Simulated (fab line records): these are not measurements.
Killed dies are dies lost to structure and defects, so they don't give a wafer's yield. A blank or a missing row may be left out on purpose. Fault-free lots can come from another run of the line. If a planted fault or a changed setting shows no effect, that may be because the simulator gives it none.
Split-lot experiment / flow sfq_line / 23 wafers read from 5 lots, route of 325 steps

## ABOUT THE SPLIT
At SFQ_TRILAYER_M4_LITHO_COAT_093 (resist thk 600 nm), the setting spin_rpm was moved away from the recipe's 3000 rpm on 5 of the 23 wafers read, by -4.5% to +2.8%. The other wafers ran this setting at the recipe's value.

## FROM THE SPLIT TO THE READING: what the file shows between them, 3 steps
- SFQ_TRILAYER_M4_LITHO_PEB_096: peb time 60 s (also split here: peb_temp_c)
- SFQ_TRILAYER_M4_LITHO_DEVELOP_095: time 60 s
- SFQ_TRILAYER_M4_BARC_OPEN_METAL_ETCH_123: etches BARC in O2, target depth 125 nm, time 41.7 s

## THE READING
KrF_of_TRILAYER_M4_LITHO_COAT_093.thk_nm (the simulator's own value, which no gauge read), in nm, at SFQ_TRILAYER_M4_ETCH_METAL_ETCH_096 (etches Nb in Cl2/Ar, stops on SiO2, target depth 240 nm, time 120 s). The file gives no usual value for it. The 18 wafers here that ran the recipe average 382.4 nm, standard deviation 2.1 nm.

wafer=L075.1; tool, chamber at the split=litho_track-04, 0; spin_rpm as run, rpm=3000; against the recipe=recipe; KrF_of_TRILAYER_M4_LITHO_COAT_093.thk_nm, nm=382.2; against lot-mates on the recipe=-
wafer=L075.2; tool, chamber at the split=litho_track-04, 0; spin_rpm as run, rpm=3000; against the recipe=recipe; KrF_of_TRILAYER_M4_LITHO_COAT_093.thk_nm, nm=382.4; against lot-mates on the recipe=-
wafer=L075.3; tool, chamber at the split=litho_track-04, 0; spin_rpm as run, rpm=3000; against the recipe=recipe; KrF_of_TRILAYER_M4_LITHO_COAT_093.thk_nm, nm=382.8; against lot-mates on the recipe=-
wafer=L075.6; tool, chamber at the split=litho_track-04, 0; spin_rpm as run, rpm=3000; against the recipe=recipe; KrF_of_TRILAYER_M4_LITHO_COAT_093.thk_nm, nm=382.8; against lot-mates on the recipe=-
wafer=L075.5; tool, chamber at the split=litho_track-04, 0; spin_rpm as run, rpm=3000; against the recipe=recipe; KrF_of_TRILAYER_M4_LITHO_COAT_093.thk_nm, nm=384.6; against lot-mates on the recipe=-
wafer=L077.1; tool, chamber at the split=litho_track-04, 0; spin_rpm as run, rpm=2866; against the recipe=-4.5%; KrF_of_TRILAYER_M4_LITHO_COAT_093.thk_nm, nm=397.4; against lot-mates on the recipe=+13.8
wafer=L077.2; tool, chamber at the split=litho_track-04, 0; spin_rpm as run, rpm=3000; against the recipe=recipe; KrF_of_TRILAYER_M4_LITHO_COAT_093.thk_nm, nm=383.2; against lot-mates on the recipe=-
wafer=L077.4; tool, chamber at the split=litho_track-04, 0; spin_rpm as run, rpm=3000; against the recipe=recipe; KrF_of_TRILAYER_M4_LITHO_COAT_093.thk_nm, nm=383.6; against lot-mates on the recipe=-
wafer=L077.5; tool, chamber at the split=litho_track-04, 0; spin_rpm as run, rpm=3000; against the recipe=recipe; KrF_of_TRILAYER_M4_LITHO_COAT_093.thk_nm, nm=384; against lot-mates on the recipe=-
wafer=L077.6; tool, chamber at the split=litho_track-04, 0; spin_rpm as run, rpm=2866; against the recipe=-4.5%; KrF_of_TRILAYER_M4_LITHO_COAT_093.thk_nm, nm=397.1; against lot-mates on the recipe=+13.5
wafer=L079.2; tool, chamber at the split=litho_track-01, 0; spin_rpm as run, rpm=3000; against the recipe=recipe; KrF_of_TRILAYER_M4_LITHO_COAT_093.thk_nm, nm=379.6; against lot-mates on the recipe=-
wafer=L079.5; tool, chamber at the split=litho_track-01, 0; spin_rpm as run, rpm=3000; against the recipe=recipe; KrF_of_TRILAYER_M4_LITHO_COAT_093.thk_nm, nm=379.6; against lot-mates on the recipe=-
wafer=L079.4; tool, chamber at the split=litho_track-01, 0; spin_rpm as run, rpm=3000; against the recipe=recipe; KrF_of_TRILAYER_M4_LITHO_COAT_093.thk_nm, nm=382.7; against lot-mates on the recipe=-
wafer=L083.1; tool, chamber at the split=litho_track-01, 0; spin_rpm as run, rpm=3000; against the recipe=recipe; KrF_of_TRILAYER_M4_LITHO_COAT_093.thk_nm, nm=381.7; against lot-mates on the recipe=-
wafer=L083.3; tool, chamber at the split=litho_track-01, 0; spin_rpm as run, rpm=3000; against the recipe=recipe; KrF_of_TRILAYER_M4_LITHO_COAT_093.thk_nm, nm=381.7; against lot-mates on the recipe=-
wafer=L083.2; tool, chamber at the split=litho_track-01, 0; spin_rpm as run, rpm=3000; against the recipe=recipe; KrF_of_TRILAYER_M4_LITHO_COAT_093.thk_nm, nm=380; against lot-mates on the recipe=-
wafer=L083.4; tool, chamber at the split=litho_track-01, 0; spin_rpm as run, rpm=3000; against the recipe=recipe; KrF_of_TRILAYER_M4_LITHO_COAT_093.thk_nm, nm=378.4; against lot-mates on the recipe=-
wafer=L083.6; tool, chamber at the split=litho_track-01, 0; spin_rpm as run, rpm=3000; against the recipe=recipe; KrF_of_TRILAYER_M4_LITHO_COAT_093.thk_nm, nm=382.4; against lot-mates on the recipe=-
wafer=L084.1; tool, chamber at the split=litho_track-01, 0; spin_rpm as run, rpm=3000; against the recipe=recipe; KrF_of_TRILAYER_M4_LITHO_COAT_093.thk_nm, nm=388.1; against lot-mates on the recipe=-
wafer=L084.2; tool, chamber at the split=litho_track-01, 0; spin_rpm as run, rpm=3085; against the recipe=+2.8%; KrF_of_TRILAYER_M4_LITHO_COAT_093.thk_nm, nm=370.9; against lot-mates on the recipe=-14.4
wafer=L084.3; tool, chamber at the split=litho_track-01, 0; spin_rpm as run, rpm=3085; against the recipe=+2.8%; KrF_of_TRILAYER_M4_LITHO_COAT_093.thk_nm, nm=377.9; against lot-mates on the recipe=-7.4
wafer=L084.4; tool, chamber at the split=litho_track-01, 0; spin_rpm as run, rpm=3085; against the recipe=+2.8%; KrF_of_TRILAYER_M4_LITHO_COAT_093.thk_nm, nm=373.2; against lot-mates on the recipe=-12.1
wafer=L084.5; tool, chamber at the split=litho_track-01, 0; spin_rpm as run, rpm=3000; against the recipe=recipe; KrF_of_TRILAYER_M4_LITHO_COAT_093.thk_nm, nm=382.5; against lot-mates on the recipe=-

FIT RESULTS
A straight line over all 23 wafers: KrF_of_TRILAYER_M4_LITHO_COAT_093.thk_nm changes by -3.19 nm for each +1% of spin_rpm; r = -0.93; the points scatter about the line by 2.3 nm.
The same after taking each lot's own level away (the mean of its wafers on the recipe; 23 wafers): -3.41 nm for each +1%; r = -0.95; scatter 1.9 nm.
The reading moves by 15 nm for the largest change in spin_rpm, on that fit.
The lots' own levels span 380.63 to 385.30 nm, that is 2.2 times the standard deviation above.
Hence the lot-to-lot level has little effect on the slope; both slopes agree.
Check: +15.5 nm against its lot-mates is what the line predicts for one of the wafers moved furthest among these (-4.5%) when that wafer is left out of the fit. Against them it came out at +13.8 nm.

## OTHER SPLITS ON THESE WAFERS
Note: prior to the reading, these wafers also went through further splits. Each is held against what the fit with the lots' levels taken away leaves over:
other split on the same wafers=SFQ_TRILAYER_M2_LITHO_EXPOSE_058 dose_mj; wafers away from the commonest value=8; r with KrF_of_TRILAYER_M4_LITHO_COAT_093.thk_nm (lot level and that fit taken away)=+0.10
other split on the same wafers=SFQ_TRILAYER_I2_DEP_PECVD_063 time_s; wafers away from the commonest value=9; r with KrF_of_TRILAYER_M4_LITHO_COAT_093.thk_nm (lot level and that fit taken away)=-0.14
other split on the same wafers=SFQ_TRILAYER_I2_VIA_LITHO_COAT_072 spin_rpm; wafers away from the commonest value=8; r with KrF_of_TRILAYER_M4_LITHO_COAT_093.thk_nm (lot level and that fit taken away)=-0.21
other split on the same wafers=SFQ_TRILAYER_I2_VIA_BARC_OPEN_VIA_ETCH_096 time_s; wafers away from the commonest value=5; r with KrF_of_TRILAYER_M4_LITHO_COAT_093.thk_nm (lot level and that fit taken away)=+0.27
other split on the same wafers=SFQ_TRILAYER_M3_LITHO_COAT_080 resist_thk_nm; wafers away from the commonest value=8; r with KrF_of_TRILAYER_M4_LITHO_COAT_093.thk_nm (lot level and that fit taken away)=-0.15
other split on the same wafers=SFQ_TRILAYER_M3_BARC_OPEN_METAL_ETCH_100 time_s; wafers away from the commonest value=7; r with KrF_of_TRILAYER_M4_LITHO_COAT_093.thk_nm (lot level and that fit taken away)=+0.09
other split on the same wafers=SFQ_TRILAYER_I3_VIA_LITHO_EXPOSE_086 dose_mj; wafers away from the commonest value=4; r with KrF_of_TRILAYER_M4_LITHO_COAT_093.thk_nm (lot level and that fit taken away)=-0.12
other split on the same wafers=SFQ_TRILAYER_M4_LITHO_PEB_096 peb_temp_c; wafers away from the commonest value=5; r with KrF_of_TRILAYER_M4_LITHO_COAT_093.thk_nm (lot level and that fit taken away)=+0.10

## THE WHOLE CHAIN: every reading that the file lists as answering this split, in the file's order
step=SFQ_TRILAYER_M4_LITHO_COAT_093; what it does=resist thk 600 nm; reading=KrF_of_TRILAYER_M4_LITHO_COAT_093.thk_nm (the simulator's own value, which no gauge read); change (the file's fit)=-2.96 nm for each +1% of the setting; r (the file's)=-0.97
step=SFQ_TRILAYER_M4_ETCH_METAL_ETCH_096; what it does=etches Nb in Cl2/Ar, stops on SiO2, target depth 240 nm, time 120 s; reading=KrF_of_TRILAYER_M4_LITHO_COAT_093.thk_nm (the simulator's own value, which no gauge read); change (the file's fit)=-3.32 nm for each +1% of the setting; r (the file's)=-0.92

## FILE'S OWN FIT
KrF_of_TRILAYER_M4_LITHO_COAT_093.thk_nm changes by -3.32 nm for each +1% of spin_rpm, r = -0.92.
